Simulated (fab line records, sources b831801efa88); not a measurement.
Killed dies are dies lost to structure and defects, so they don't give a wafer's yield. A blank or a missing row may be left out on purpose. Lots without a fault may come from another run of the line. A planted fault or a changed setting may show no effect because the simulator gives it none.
fab line records | flow gf180mcu
record lots=5 wafers=15 last_day=34
route steps=602 shown MVPSD@80 VT_IMPLANT@90
lots that met no fault: from a run of the same line without faults
start_h: hours from the record's first day to the start of the lot's first wafer shown | wait_h: hours since the lot's step before | " the same as in the row above | L1.1+2: a row that stands for several wafers | - no value, or no start given | * or withheld: withheld | < > ~ a bound
route shown NAME@n: a module of which the file shows steps, and the number in the route of the first | usual: mean/standard deviation of fault-free wafers | same: alike in all rows | chamber/n: place in a boat | sites: the reading at each site | _std_site: their standard deviation | _edge_site: outer sites' mean less inner sites' | radius_mm: how far each site lies from the wafer's centre | mask NAME#n: copy n | behind: the tool/chamber that last shaped the wafer | hold: why the lot was held/for how many hours/how that ended | device: the transistor (n, p or np) that didn't switch | end of line: the same wafers' tests at the end of the route | a step without rows: its recipe alone | killed: dies lost to structure and defects at the first sort, not the wafer's yield | map: a wafer's dies, x killed, . not, _ none there
set.NAME: the setting as run; set.NAME@STEP: as run at that earlier step | model.NAME: the simulator's own value behind a step, which no gauge read
lots at some steps of the route; a table a step, a row a wafer
services: from which hour (start_h, from the record's first day; less than 0 if before it) a tool's chamber was out of use, for how many hours, and why
## steps
# step GF_MVPSD_COAT_02
# recipe spin_rpm=2000 resist_thk_nm=3000
# columns lot.wafer tool chamber start_h wait_h
L075.1+2+5 litho_track-02 0 94.96 0.1
L081.1+2+6 litho_track-04 0 131.35 0.1
L085.2+4+5 litho_track-04 0 154.23 0.1
L089.1+2+5 litho_track-04 0 176.40 0.1
L097.2+4+6 litho_track-02 0 229.58 0.1
# step GF_MVPSD_SOFTBAKE_03
# recipe temp_c=110 time_s=withheld
# usual heater_power_total_W=65.29/0.14
# columns lot.wafer tool chamber start_h wait_h heater_power_total_W
L075.1 litho_track-02 0 95.11 0.1 65.54
L075.2 " 0 " " 65.25
L075.5 " 0 " " 65.23
L081.1 litho_track-04 0 131.50 0.1 65.25
L081.2 " 0 " " 65.12
L081.6 " 0 " " 65.14
L085.2 litho_track-04 0 154.38 0.1 65.21
L085.4 " 0 " " 65.17
L085.5 " 0 " " 65.37
L089.1 litho_track-04 0 176.55 0.1 65.36
L089.2 " 0 " " 65.32
L089.5 " 0 " " 65.30
L097.2 litho_track-02 0 229.74 0.1 65.48
L097.4 " 0 " " 65.12
L097.6 " 0 " " 65.41
# step GF_MVPSD_EXPOSE_04
# recipe mask_id=MVPSD target_cd_nm=1000 na=0.6 source_shape=conventional sigma_outer=0.6 dose_mj=260
# columns lot.wafer tool chamber start_h wait_h mask
L075.1+2+5 iline_stepper-02 0 - - MVPSD#0
L081.1+2+6 iline_stepper-02 0 - - MVPSD#0
L085.2+4+5 iline_stepper-01 0 - - MVPSD#0
L089.1+2+5 iline_stepper-01 0 - - MVPSD#0
L097.2+4+6 iline_stepper-01 0 - - MVPSD#0
# step GF_MVPSD_PEB_05
# recipe temp_c=115 time_s=withheld
# usual heater_power_total_W=69.33/0.14
# columns lot.wafer tool chamber start_h wait_h heater_power_total_W
L075.1 litho_track-04 0 - - 69.40
L075.2 " 0 " " 69.31
L075.5 " 0 " " 69.25
L081.1 litho_track-02 0 - - 69.37
L081.2 " 0 " " 69.26
L081.6 " 0 " " 69.21
L085.2 litho_track-02 0 - - 69.53
L085.4 " 0 " " 69.45
L085.5 " 0 " " 69.31
L089.1 litho_track-01 0 - - 69.41
L089.2 " 0 " " 69.44
L089.5 " 0 " " 69.37
L097.2 litho_track-04 0 - - 69.39
L097.4 " 0 " " 69.18
L097.6 " 0 " " 69.39
# step GF_MVPSD_DEVELOP_06
# recipe wall_angle_deg=90 develop_time_s=60 dev_temp_c=23
# columns lot.wafer tool chamber start_h wait_h
L075.1+2+5 litho_track-04 0 - -
L081.1+2+6 litho_track-02 0 - -
L085.2+4+5 litho_track-02 0 - -
L089.1+2+5 litho_track-01 0 - -
L097.2+4+6 litho_track-04 0 - -
# step GF_MVPSD_OVL_MEAS_07
# usual MVPSD_OVL=-1.2/1.3
# columns lot.wafer tool chamber start_h wait_h MVPSD_OVL[nm]
L075.1 overlay-01 - 101.75 - -1.6
L075.2 " - " " 0.0
L075.5 " - " " -0.6
L081.1 overlay-02 - 139.56 - -1.1
L081.2 " - " " -2.3
L081.6 " - " " -2.5
L085.2 overlay-01 - 162.51 - -1.3
L085.4 " - " " 0.1
L085.5 " - " " -0.4
L089.1 overlay-01 - 184.71 - -1.7
L089.2 " - " " -3.0
L089.5 " - " " -3.3
L097.2 overlay-01 - 238.35 - -3.3
L097.4 " - " " -2.5
L097.6 " - " " -1.8
# step GF_MVPSD_IMPLANT_08
# recipe species=B energy_kev=170 dose_cm2=1.5e+13 tilt_deg=0
# usual dose_ions_cm2=1.5002e+13/1.8e+10 end_station_pressure_torr=5.07e-06/2.5e-07 tilt_deg=0.005/0.018
# columns lot.wafer tool chamber start_h wait_h dose_ions_cm2 end_station_pressure_torr tilt_deg
L075.1 implanter-01 0 101.79 0.0 1.4981e+13 4.86e-06 0.033
L075.2 " 0 " " 1.5001e+13 5.2e-06 0.002
L075.5 " 0 " " 1.5007e+13 4.87e-06 0.030
L081.1 implanter-01 0 139.59 0.0 1.4984e+13 4.88e-06 0.008
L081.2 " 0 " " 1.4978e+13 5.21e-06 0.032
L081.6 " 0 " " 1.4979e+13 4.49e-06 -0.008
L085.2 implanter-03 0 162.57 0.0 1.4998e+13 5.1e-06 0.039
L085.4 " 0 " " 1.4998e+13 5.33e-06 -0.015
L085.5 " 0 " " 1.4975e+13 5.29e-06 0.039
L089.1 implanter-03 0 184.74 0.0 1.5021e+13 5.09e-06 -0.012
L089.2 " 0 " " 1.4978e+13 5.31e-06 0.004
L089.5 " 0 " " 1.5014e+13 5.74e-06 -0.003
L097.2 implanter-03 0 238.41 0.0 1.5012e+13 4.87e-06 0.003
L097.4 " 0 " " 1.502e+13 4.78e-06 -0.003
L097.6 " 0 " " 1.4981e+13 5.23e-06 0.007
# step GF_MVPSD_IMPLANT_09
# recipe species=B energy_kev=40 dose_cm2=5e+12 tilt_deg=0
# usual dose_ions_cm2=5.001e+12/5.6e+09 end_station_pressure_torr=5e-06/2.6e-07 tilt_deg=-0.002/0.021
# columns lot.wafer tool chamber start_h wait_h dose_ions_cm2 end_station_pressure_torr tilt_deg
L075.1 implanter-01 0 101.94 0.1 5.009e+12 5.04e-06 -0.011
L075.2 " 0 " " 4.995e+12 4.98e-06 0.014
L075.5 " 0 " " 5e+12 4.73e-06 -0.002
L081.1 implanter-01 0 139.74 0.1 5.004e+12 5.12e-06 0.014
L081.2 " 0 " " 4.994e+12 4.86e-06 0.006
L081.6 " 0 " " 4.996e+12 5e-06 -0.006
L085.2 implanter-03 0 162.72 0.1 4.994e+12 5.56e-06 -0.002
L085.4 " 0 " " 4.996e+12 5.07e-06 -0.025
L085.5 " 0 " " 4.998e+12 4.72e-06 -0.002
L089.1 implanter-03 0 184.89 0.1 4.999e+12 5.07e-06 -0.016
L089.2 " 0 " " 4.998e+12 4.93e-06 0.007
L089.5 " 0 " " 4.999e+12 5.61e-06 0.007
L097.2 implanter-03 0 238.56 0.1 5e+12 4.67e-06 0.036
L097.4 " 0 " " 4.996e+12 5.14e-06 0.023
L097.6 " 0 " " 5.001e+12 4.79e-06 -0.015
# step GF_MVPSD_STRIP_10
# recipe chemistry=O2/N2 power_w=1400 pressure_mtorr=1500 platen_temp_c=250 o2_flow_sccm=3000 n2_flow_sccm=300 overash_fraction=0.5
# usual drypump_motor_current_A=5.5/0.35 heater_power_w=344/71 oes_product_au=0.722/0.0042 strip_time_to_endpoint_s=36.97/0.076
# columns lot.wafer tool chamber start_h wait_h drypump_motor_current_A heater_power_w oes_product_au rf_hours_counter_h strip_time_to_endpoint_s
L075.1 plasma_asher-03 1 102.09 0.1 4.9 475 0.726 39 36.88
L075.2 " 0 " " 5.6 268 0.720 39 36.87
L075.5 " 0 " " 5.6 271 0.722 - 36.87
L081.1 plasma_asher-01 1 139.89 0.1 5.6 299 0.725 54 36.96
L081.2 " 0 " " 5.7 339 0.725 54 37.02
L081.6 " 0 " " 5.8 338 0.725 - 36.97
L085.2 plasma_asher-01 1 162.84 0.1 5.6 299 0.724 56 36.92
L085.4 " 1 " " 5.5 311 0.724 - 36.97
L085.5 " 0 " " 5.7 337 0.722 - 37.01
L089.1 plasma_asher-01 1 185.04 0.1 5.6 309 0.728 59 37.04
L089.2 " 0 " " 5.7 341 0.722 59 37.00
L089.5 " 0 " " 5.7 334 0.720 - 36.93
L097.2 plasma_asher-02 0 238.68 0.1 6.2 276 0.722 13 37.00
L097.4 " 1 " " 5.2 393 0.714 - 37.05
L097.6 " 0 " " 6.3 287 0.726 - 37.03
# step GF_MVPSD_TW_MEAS_11
# usual MVPSD_TW=550/4.1
# columns lot.wafer tool chamber start_h wait_h MVPSD_TW
L075.1 film_metro-01 - 102.19 0.1 543
L075.2 " - " " 543
L075.5 " - " " 543
L081.1 film_metro-01 - 139.99 0.1 544
L081.2 " - " " 547
L081.6 " - " " 545
L085.2 film_metro-03 - 162.95 0.1 557
L085.4 " - " " 553
L085.5 " - " " 556
L089.1 film_metro-04 - 185.14 0.1 552
L089.2 " - " " 553
L089.5 " - " " 551
L097.2 film_metro-04 - 238.79 0.1 547
L097.4 " - " " 550
L097.6 " - " " 552
# step GF_VT_IMPLANT_DEHYDRATE_00
# recipe temp_c=200 time_s=60
# usual heater_power_total_W=160.39/0.12
# columns lot.wafer tool chamber start_h wait_h heater_power_total_W
L075.1 litho_track-04 0 109.15 7.0 160.51
L075.2 " 0 " " 160.58
L075.5 " 0 " " 160.29
L081.1 litho_track-01 0 147.01 7.0 160.19
L081.2 " 0 " " 160.31
L081.6 " 0 " " 160.34
L085.2 litho_track-03 0 170.49 7.5 160.53
L085.4 " 0 " " 160.62
L085.5 " 0 " " 160.41
L089.1 litho_track-03 0 193.12 8.0 160.17
L089.2 " 0 " " 160.28
L089.5 " 0 " " 160.40
L097.2 litho_track-03 0 247.14 8.3 160.42
L097.4 " 0 " " 160.30
L097.6 " 0 " " 160.39
# step GF_VT_IMPLANT_HMDS_01
# recipe prime_time_s=60 prime_temp_c=120
# columns lot.wafer tool chamber start_h wait_h
L075.1+2+5 litho_track-04 0 109.30 0.1
L081.1+2+6 litho_track-01 0 147.16 0.1
L085.2+4+5 litho_track-03 0 170.64 0.1
L089.1+2+5 litho_track-03 0 193.27 0.1
L097.2+4+6 litho_track-03 0 247.29 0.1
# step GF_VT_IMPLANT_COAT_02
# recipe resist=NOVOLAK spin_rpm=3000 resist_thk_nm=1000
# columns lot.wafer tool chamber start_h wait_h
L075.1+2+5 litho_track-04 0 109.45 0.1
L081.1+2+6 litho_track-01 0 147.31 0.1
L085.2+4+5 litho_track-03 0 170.79 0.1
L089.1+2+5 litho_track-03 0 193.42 0.1
L097.2+4+6 litho_track-03 0 247.44 0.1
# step GF_VT_IMPLANT_SOFTBAKE_03
# recipe temp_c=90 time_s=60 resist=NOVOLAK
# usual heater_power_total_W=56.60/0.044
# columns lot.wafer tool chamber start_h wait_h heater_power_total_W
L075.1 litho_track-04 0 109.60 0.1 56.61
L075.2 " 0 " " 56.64
L075.5 " 0 " " 56.61
L081.1 litho_track-01 0 147.46 0.1 56.60
L081.2 " 0 " " 56.61
L081.6 " 0 " " 56.62
L085.2 litho_track-03 0 170.94 0.1 56.63
L085.4 " 0 " " 56.62
L085.5 " 0 " " 56.54
L089.1 litho_track-03 0 193.57 0.1 56.53
L089.2 " 0 " " 56.53
L089.5 " 0 " " 56.68
L097.2 litho_track-03 0 247.59 0.1 56.68
L097.4 " 0 " " 56.66
L097.6 " 0 " " 56.52
# step GF_VT_IMPLANT_EXPOSE_04
# recipe mask_id=LVPWELL_LV_AREA target_cd_nm=600 na=0.6 source_shape=conventional sigma_outer=0.6 dose_mj=140
# columns lot.wafer tool chamber start_h wait_h mask
L075.1+2+5 iline_stepper-02 0 - - LVPWELL_LV_AREA#0
L081.1+2+6 iline_stepper-01 0 - - LVPWELL_LV_AREA#0
L085.2+4+5 iline_stepper-02 0 - - LVPWELL_LV_AREA#0
L089.1+2+5 iline_stepper-02 0 - - LVPWELL_LV_AREA#0
L097.2+4+6 iline_stepper-01 0 - - LVPWELL_LV_AREA#0
# step GF_VT_IMPLANT_PEB_05
# recipe temp_c=withheld time_s=* resist=NOVOLAK
# columns lot.wafer tool chamber start_h wait_h
L075.1+2+5 litho_track-01 0 - -
L081.1+2+6 litho_track-01 0 - -
L085.2+4+5 litho_track-01 0 - -
L089.1+2+5 litho_track-04 0 - -
L097.2+4+6 litho_track-01 0 - -
# step GF_VT_IMPLANT_DEVELOP_06
# recipe develop_time_s=59.07 dev_temp_c=23
# columns lot.wafer tool chamber start_h wait_h
L075.1+2+5 litho_track-01 0 116.06 0.1
L081.1+2+6 litho_track-01 0 155.11 0.1
L085.2+4+5 litho_track-01 0 179.38 0.1
L089.1+2+5 litho_track-04 0 201.80 0.1
L097.2+4+6 litho_track-01 0 257.08 0.1
# step GF_VT_IMPLANT_OVL_MEAS_07
# usual VT_IMPLANT_OVL=-0.1/1.7
# columns lot.wafer tool chamber start_h wait_h VT_IMPLANT_OVL[nm]
L075.1 overlay-01 - 116.21 0.1 -3.0
L075.2 " - " " -1.9
L075.5 " - " " -0.9
L081.1 overlay-01 - 155.26 0.1 1.7
L081.2 " - " " 3.3
L081.6 " - " " 1.5
L085.2 overlay-02 - 179.51 0.1 -1.4
L085.4 " - " " -0.5
L085.5 " - " " -0.7
L089.1 overlay-02 - 201.95 0.1 -1.4
L089.2 " - " " -0.7
L089.5 " - " " -0.8
L097.2 overlay-01 - 257.21 0.1 -0.1
L097.4 " - " " 0.3
L097.6 " - " " -0.4
# step GF_VT_IMPLANT_IMPLANT_08
# recipe species=BF2 energy_kev=20 dose_cm2=8.29e+12 tilt_deg=7
# usual dose_ions_cm2=8.286e+12/1.1e+10 end_station_pressure_torr=5.03e-06/2.6e-07 tilt_deg=7.002/0.021
# columns lot.wafer tool chamber start_h wait_h dose_ions_cm2 end_station_pressure_torr tilt_deg
L075.1 implanter-04 0 116.25 0.0 8.289e+12 4.53e-06 6.999
L075.2 " 0 " " 8.31e+12 4.56e-06 6.978
L075.5 " 0 " " 8.299e+12 4.62e-06 6.960
L081.1 implanter-04 0 155.29 0.0 8.288e+12 5.15e-06 7.038
L081.2 " 0 " " 8.274e+12 5.03e-06 7.003
L081.6 " 0 " " 8.27e+12 4.9e-06 7.000
L085.2 implanter-04 0 179.57 0.0 8.289e+12 4.97e-06 7.035
L085.4 " 0 " " 8.291e+12 5.22e-06 7.027
L085.5 " 0 " " 8.292e+12 4.91e-06 7.010
L089.1 implanter-04 0 201.99 0.0 8.291e+12 4.93e-06 7.014
L089.2 " 0 " " 8.282e+12 5.17e-06 7.024
L089.5 " 0 " " 8.288e+12 4.61e-06 6.996
L097.2 implanter-01 0 257.27 0.0 8.292e+12 5.36e-06 7.023
L097.4 " 0 " " 8.291e+12 4.85e-06 7.016
L097.6 " 0 " " 8.284e+12 4.84e-06 7.004
# step GF_VT_IMPLANT_STRIP_09
# recipe chemistry=O2/N2 power_w=1400 pressure_mtorr=1500 platen_temp_c=250 o2_flow_sccm=3000 n2_flow_sccm=300 overash_fraction=0.5
# usual drypump_motor_current_A=5.7/0.5 heater_power_w=334/39 oes_product_au=0.716/0.0049 strip_time_to_endpoint_s=12.64/0.038
# columns lot.wafer tool chamber start_h wait_h drypump_motor_current_A heater_power_w oes_product_au rf_hours_counter_h strip_time_to_endpoint_s
L075.1 plasma_asher-04 0 116.40 0.1 4.7 341 0.715 33 12.56
L075.2 " 1 " " 6.4 356 0.715 33 12.55
L075.5 " 1 " " 6.4 352 0.718 - 12.57
L081.1 plasma_asher-02 0 155.44 0.1 6.2 274 0.714 4 12.69
L081.2 " 1 " " 5.2 403 0.717 4 12.67
L081.6 " 0 " " 6.2 280 0.712 - 12.68
L085.2 plasma_asher-01 1 179.69 0.1 5.6 313 0.711 58 12.66
L085.4 " 0 " " 5.7 342 0.711 - 12.67
L085.5 " 1 " " 5.5 313 0.719 - 12.70
L089.1 plasma_asher-01 1 202.14 0.1 5.6 310 0.714 61 12.65
L089.2 " 0 " " 5.8 336 0.727 61 12.63
L089.5 " 1 " " 5.6 313 0.710 - 12.61
L097.2 plasma_asher-02 1 257.39 0.1 5.2 393 0.716 15 12.63
L097.4 " 1 " " 5.2 386 0.714 - 12.65
L097.6 " 0 " " 6.2 278 0.721 - 12.64
# step GF_VT_IMPLANT_TW_MEAS_10
# usual VT_IMPLANT_TW=562/3.5
# columns lot.wafer tool chamber start_h wait_h VT_IMPLANT_TW
L075.1 film_metro-04 - 116.50 0.1 559
L075.2 " - " " 559
L075.5 " - " " 559
L081.1 film_metro-03 - 155.54 0.1 567
L081.2 " - " " 565
L081.6 " - " " 563
L085.2 film_metro-04 - 179.80 0.1 562
L085.4 " - " " 562
L085.5 " - " " 559
L089.1 film_metro-03 - 202.24 0.1 564
L089.2 " - " " 563
L089.5 " - " " 566
L097.2 film_metro-02 - 257.50 0.1 562
L097.4 " - " " 558
L097.6 " - " " 558
# step GF_VT_IMPLANT_DEHYDRATE_11
# recipe temp_c=200 time_s=60
# usual heater_power_total_W=160.37/0.13
# columns lot.wafer tool chamber start_h wait_h heater_power_total_W
L075.1 litho_track-01 0 123.31 6.8 160.27
L075.2 " 0 " " 160.56
L075.5 " 0 " " 160.41
L081.1 litho_track-03 0 163.02 7.5 160.40
L081.2 " 0 " " 160.57
L081.6 " 0 " " 160.50
L085.2 litho_track-03 0 187.24 7.4 160.54
L085.4 " 0 " " 160.26
L085.5 " 0 " " 160.53
L089.1 litho_track-01 0 210.46 8.2 160.41
L089.2 " 0 " " 160.43
L089.5 " 0 " " 160.30
L097.2 litho_track-01 0 266.23 8.7 160.20
L097.4 " 0 " " 160.29
L097.6 " 0 " " 160.33
# step GF_VT_IMPLANT_HMDS_12
# recipe prime_time_s=60 prime_temp_c=120
# columns lot.wafer tool chamber start_h wait_h
L075.1+2+5 litho_track-01 0 123.46 0.1
L081.1+2+6 litho_track-03 0 163.17 0.1
L085.2+4+5 litho_track-03 0 187.39 0.1
L089.1+2+5 litho_track-01 0 210.61 0.1
L097.2+4+6 litho_track-01 0 266.38 0.1
# step GF_VT_IMPLANT_COAT_13
# recipe resist=NOVOLAK spin_rpm=3000 resist_thk_nm=1000
# columns lot.wafer tool chamber start_h wait_h
L075.1+2+5 litho_track-01 0 123.61 0.1
L081.1+2+6 litho_track-03 0 163.32 0.1
L085.2+4+5 litho_track-03 0 187.54 0.1
L089.1+2+5 litho_track-01 0 210.76 0.1
L097.2+4+6 litho_track-01 0 266.53 0.1
# step GF_VT_IMPLANT_SOFTBAKE_14
# recipe temp_c=90 time_s=61.43 resist=NOVOLAK
# usual heater_power_total_W=56.62/0.055 plate_sensor_t_centre_C=90.758/0.0093 plate_sensor_t_edge_C=90.828/0.0096
# columns lot.wafer tool chamber start_h wait_h heater_power_total_W plate_sensor_t_centre_C plate_sensor_t_edge_C
L075.1 litho_track-01 0 123.76 0.1 56.60 90.759 90.806
L075.2 " 0 " " 56.61 90.748 90.816
L075.5 " 0 " " 56.61 90.757 90.835
L081.1 litho_track-03 0 163.47 0.1 56.63 90.767 90.832
L081.2 " 0 " " 56.63 90.746 90.828
L081.6 " 0 " " 56.60 90.756 90.835
L085.2 litho_track-03 0 187.69 0.1 56.63 90.750 90.834
L085.4 " 0 " " 56.60 90.748 90.833
L085.5 " 0 " " 56.62 90.757 90.833
L089.1 litho_track-01 0 210.91 0.1 56.73 90.764 90.831
L089.2 " 0 " " 56.67 90.731 90.820
L089.5 " 0 " " 56.61 90.744 90.823
L097.2 litho_track-01 0 266.68 0.1 56.56 90.754 90.819
L097.4 " 0 " " 56.62 90.748 90.844
L097.6 " 0 " " 56.58 90.750 90.823
# step GF_VT_IMPLANT_EXPOSE_15
# recipe mask_id=Nwell_LV_AREA target_cd_nm=860 na=0.6 source_shape=conventional sigma_outer=0.6 dose_mj=140
# columns lot.wafer tool chamber start_h wait_h mask
L075.1+2+5 iline_stepper-01 0 - - Nwell_LV_AREA#0
L081.1+2+6 iline_stepper-02 0 - - Nwell_LV_AREA#0
L085.2+4+5 iline_stepper-02 0 - - Nwell_LV_AREA#0
L089.1+2+5 iline_stepper-02 0 - - Nwell_LV_AREA#0
L097.2+4+6 iline_stepper-02 0 - - Nwell_LV_AREA#0
# step GF_VT_IMPLANT_PEB_16
# recipe temp_c=withheld time_s=* resist=NOVOLAK
# columns lot.wafer tool chamber start_h wait_h
L075.1+2+5 litho_track-01 0 - -
L081.1+2+6 litho_track-03 0 - -
L085.2+4+5 litho_track-01 0 - -
L089.1+2+5 litho_track-03 0 - -
L097.2+4+6 litho_track-03 0 - -
# step GF_VT_IMPLANT_DEVELOP_17
# recipe develop_time_s=60 dev_temp_c=23
# columns lot.wafer tool chamber start_h wait_h
L075.1+2+5 litho_track-01 0 131.11 0.1
L081.1+2+6 litho_track-03 0 171.57 0.1
L085.2+4+5 litho_track-01 0 196.28 0.1
L089.1+2+5 litho_track-03 0 219.47 0.1
L097.2+4+6 litho_track-03 0 276.69 0.1
# step GF_VT_IMPLANT_OVL_MEAS_18
# usual VT_IMPLANT_01_OVL=-0.6/1.2
# columns lot.wafer tool chamber start_h wait_h VT_IMPLANT_01_OVL[nm]
L075.1 overlay-02 - 131.26 0.1 -1.8
L075.2 " - " " 0.0
L075.5 " - " " -0.7
L081.1 overlay-01 - 171.72 0.1 -0.5
L081.2 " - " " -0.4
L081.6 " - " " -0.5
L085.2 overlay-01 - 196.41 0.1 -0.4
L085.4 " - " " -2.5
L085.5 " - " " -1.9
L089.1 overlay-02 - 219.62 0.1 -1.2
L089.2 " - " " -2.1
L089.5 " - " " -1.5
L097.2 overlay-01 - 276.82 0.1 -1.2
L097.4 " - " " -1.9
L097.6 " - " " -2.8
# step GF_VT_IMPLANT_IMPLANT_19
# recipe species=As energy_kev=100 dose_cm2=4.35e+12 tilt_deg=7
# usual dose_ions_cm2=4.351e+12/5.2e+09 end_station_pressure_torr=5.02e-06/2.7e-07 tilt_deg=7.006/0.02
# columns lot.wafer tool chamber start_h wait_h dose_ions_cm2 end_station_pressure_torr tilt_deg
L075.1 implanter-02 0 131.30 0.0 4.339e+12 5.17e-06 7.028
L075.2 " 0 " " 4.348e+12 4.91e-06 7.012
L075.5 " 0 " " 4.355e+12 4.73e-06 7.025
L081.1 implanter-04 0 171.75 0.0 4.356e+12 4.75e-06 6.983
L081.2 " 0 " " 4.35e+12 5.48e-06 7.024
L081.6 " 0 " " 4.353e+12 4.66e-06 7.033
L085.2 implanter-02 0 196.47 0.0 4.353e+12 5.03e-06 6.996
L085.4 " 0 " " 4.343e+12 5.14e-06 7.011
L085.5 " 0 " " 4.353e+12 5.03e-06 7.000
L089.1 implanter-04 0 219.65 0.0 4.351e+12 4.9e-06 7.025
L089.2 " 0 " " 4.349e+12 4.43e-06 6.983
L089.5 " 0 " " 4.349e+12 4.99e-06 7.011
L097.2 implanter-04 0 276.88 0.0 4.358e+12 5.04e-06 7.050
L097.4 " 0 " " 4.352e+12 4.64e-06 7.069
L097.6 " 0 " " 4.363e+12 5.05e-06 7.036
# step GF_VT_IMPLANT_STRIP_20
# recipe chemistry=O2/N2 power_w=1400 pressure_mtorr=1500 platen_temp_c=250 o2_flow_sccm=3000 n2_flow_sccm=300 overash_fraction=0.5
# usual drypump_motor_current_A=5.7/0.54 heater_power_w=337/43 oes_product_au=0.716/0.0045 strip_time_to_endpoint_s=12.64/0.038
# columns lot.wafer tool chamber start_h wait_h drypump_motor_current_A heater_power_w oes_product_au rf_hours_counter_h strip_time_to_endpoint_s
L075.1 plasma_asher-01 0 131.45 0.1 5.7 334 0.713 53 12.63
L075.2 " 1 " " 5.6 303 0.716 53 12.64
L075.5 " 1 " " 5.6 295 0.715 - 12.63
L081.1 plasma_asher-02 1 171.90 0.1 5.2 395 0.712 6 12.64
L081.2 " 0 " " 6.2 282 0.723 6 12.64
L081.6 " 1 " " 5.2 391 0.715 - 12.69
L085.2 plasma_asher-04 1 196.59 0.1 6.4 355 0.721 40 12.63
L085.4 " 1 " " 6.4 349 0.715 - 12.69
L085.5 " 0 " " 4.7 349 0.712 - 12.68
L089.1 plasma_asher-04 1 219.80 0.1 6.5 357 0.711 42 12.60
L089.2 " 0 " " 4.8 351 0.718 42 12.58
L089.5 " 0 " " 4.8 346 0.705 - 12.60
L097.2 plasma_asher-02 0 277.00 0.1 6.2 282 0.714 17 12.58
L097.4 " 0 " " 6.2 284 0.717 - 12.62
L097.6 " 1 " " 5.2 404 0.719 - 12.58
# step GF_VT_IMPLANT_TW_MEAS_21
# usual VT_IMPLANT_2_TW=1212/6.3
# columns lot.wafer tool chamber start_h wait_h VT_IMPLANT_2_TW
L075.1 film_metro-02 - 131.55 0.1 1200
L075.2 " - " " 1202
L075.5 " - " " 1208
L081.1 film_metro-02 - 172.00 0.1 1219
L081.2 " - " " 1212
L081.6 " - " " 1215
L085.2 film_metro-02 - 196.70 0.1 1217
L085.4 " - " " 1217
L085.5 " - " " 1211
L089.1 film_metro-04 - 219.95 0.1 1206
L089.2 " - " " 1216
L089.5 " - " " 1207
L097.2 film_metro-04 - 277.11 0.1 1209
L097.4 " - " " 1221
L097.6 " - " " 1219
# step GF_VT_IMPLANT_DEHYDRATE_22
# recipe temp_c=200 time_s=60
# usual heater_power_total_W=160.39/0.12
# columns lot.wafer tool chamber start_h wait_h heater_power_total_W
L075.1 litho_track-03 0 139.02 7.5 160.30
L075.2 " 0 " " 160.28
L075.5 " 0 " " 160.48
L081.1 litho_track-04 0 179.95 7.9 160.52
L081.2 " 0 " " 160.46
L081.6 " 0 " " 160.58
L085.2 litho_track-01 0 204.38 7.7 160.52
L085.4 " 0 " " 160.25
L085.5 " 0 " " 160.35
L089.1 litho_track-03 0 227.87 7.9 160.33
L089.2 " 0 " " 160.40
L089.5 " 0 " " 160.33
L097.2 litho_track-03 0 285.99 8.9 160.22
L097.4 " 0 " " 160.38
L097.6 " 0 " " 160.48
# step GF_VT_IMPLANT_HMDS_23
# recipe prime_time_s=60 prime_temp_c=120
# columns lot.wafer tool chamber start_h wait_h
L075.1+2+5 litho_track-03 0 139.17 0.1
L081.1+2+6 litho_track-04 0 180.10 0.1
L085.2+4+5 litho_track-01 0 204.53 0.1
L089.1+2+5 litho_track-03 0 228.02 0.1
L097.2+4+6 litho_track-03 0 286.14 0.1
# step GF_VT_IMPLANT_COAT_24
# recipe resist=NOVOLAK spin_rpm=3000 resist_thk_nm=1000
# columns lot.wafer tool chamber start_h wait_h
L075.1+2+5 litho_track-03 0 139.32 0.1
L081.1+2+6 litho_track-04 0 180.25 0.1
L085.2+4+5 litho_track-01 0 204.68 0.1
L089.1+2+5 litho_track-03 0 228.17 0.1
L097.2+4+6 litho_track-03 0 286.29 0.1
# step GF_VT_IMPLANT_SOFTBAKE_25
# recipe temp_c=90 time_s=60 resist=NOVOLAK
# usual heater_power_total_W=56.60/0.051
# columns lot.wafer tool chamber start_h wait_h heater_power_total_W
L075.1 litho_track-03 0 139.47 0.1 56.59
L075.2 " 0 " " 56.58
L075.5 " 0 " " 56.67
L081.1 litho_track-04 0 180.40 0.1 56.70
L081.2 " 0 " " 56.66
L081.6 " 0 " " 56.57
L085.2 litho_track-01 0 204.83 0.1 56.62
L085.4 " 0 " " 56.65
L085.5 " 0 " " 56.68
L089.1 litho_track-03 0 228.32 0.1 56.63
L089.2 " 0 " " 56.58
L089.5 " 0 " " 56.56
L097.2 litho_track-03 0 286.44 0.1 56.56
L097.4 " 0 " " 56.65
L097.6 " 0 " " 56.67
# step GF_VT_IMPLANT_EXPOSE_26
# recipe mask_id=LVPWELL_HV_AREA target_cd_nm=860 na=0.6 source_shape=conventional sigma_outer=0.6 dose_mj=140
# columns lot.wafer tool chamber start_h wait_h mask
L075.1+2+5 iline_stepper-02 0 - - LVPWELL_HV_AREA#0
L081.1+2+6 iline_stepper-01 0 - - LVPWELL_HV_AREA#0
L085.2+4+5 iline_stepper-01 0 - - LVPWELL_HV_AREA#0
L089.1+2+5 iline_stepper-02 0 - - LVPWELL_HV_AREA#0
L097.2+4+6 iline_stepper-01 0 - - LVPWELL_HV_AREA#0
# step GF_VT_IMPLANT_PEB_27
# recipe temp_c=withheld time_s=* resist=NOVOLAK
# columns lot.wafer tool chamber start_h wait_h
L075.1+2+5 litho_track-01 0 - -
L081.1+2+6 litho_track-03 0 - -
L085.2+4+5 litho_track-03 0 - -
L089.1+2+5 litho_track-01 0 - -
L097.2+4+6 litho_track-01 0 - -
# step GF_VT_IMPLANT_DEVELOP_28
# recipe develop_time_s=60 dev_temp_c=23
# columns lot.wafer tool chamber start_h wait_h
L075.1+2+5 litho_track-01 0 146.86 0.1
L081.1+2+6 litho_track-03 0 188.87 0.1
L085.2+4+5 litho_track-03 0 214.39 0.1
L089.1+2+5 litho_track-01 0 237.61 0.1
L097.2+4+6 litho_track-01 0 296.98 0.1
## services
# columns tool chamber start_h hours kind
plasma_asher-03 - 72.07 1.9 repair
implanter-01 - 105.68 4.6 pm
plasma_asher-02 - 108.82 9.0 pm
plasma_asher-02 0 108.82 9.0 vent_cycle
plasma_asher-02 1 108.82 9.0 vent_cycle
plasma_asher-02 0 117.82 - clean
plasma_asher-02 1 117.82 - clean
implanter-01 - 128.84 2.9 repair
plasma_asher-04 - 141.68 6.3 repair
implanter-02 - 182.68 3.1 pm
iline_stepper-01 - 187.05 1.7 pm
implanter-01 - 202.83 4.4 repair
plasma_asher-02 - 207.03 1.1 repair
iline_stepper-02 - 211.64 1.7 pm
implanter-04 - 225.33 3.9 pm
iline_stepper-02 - 241.30 15.0 repair
implanter-02 - 243.25 17.5 pm
iline_stepper-01 - 261.32 4.3 pm
implanter-03 - 270.63 1.2 repair
implanter-03 - 284.03 0.6 repair
## key
fault none
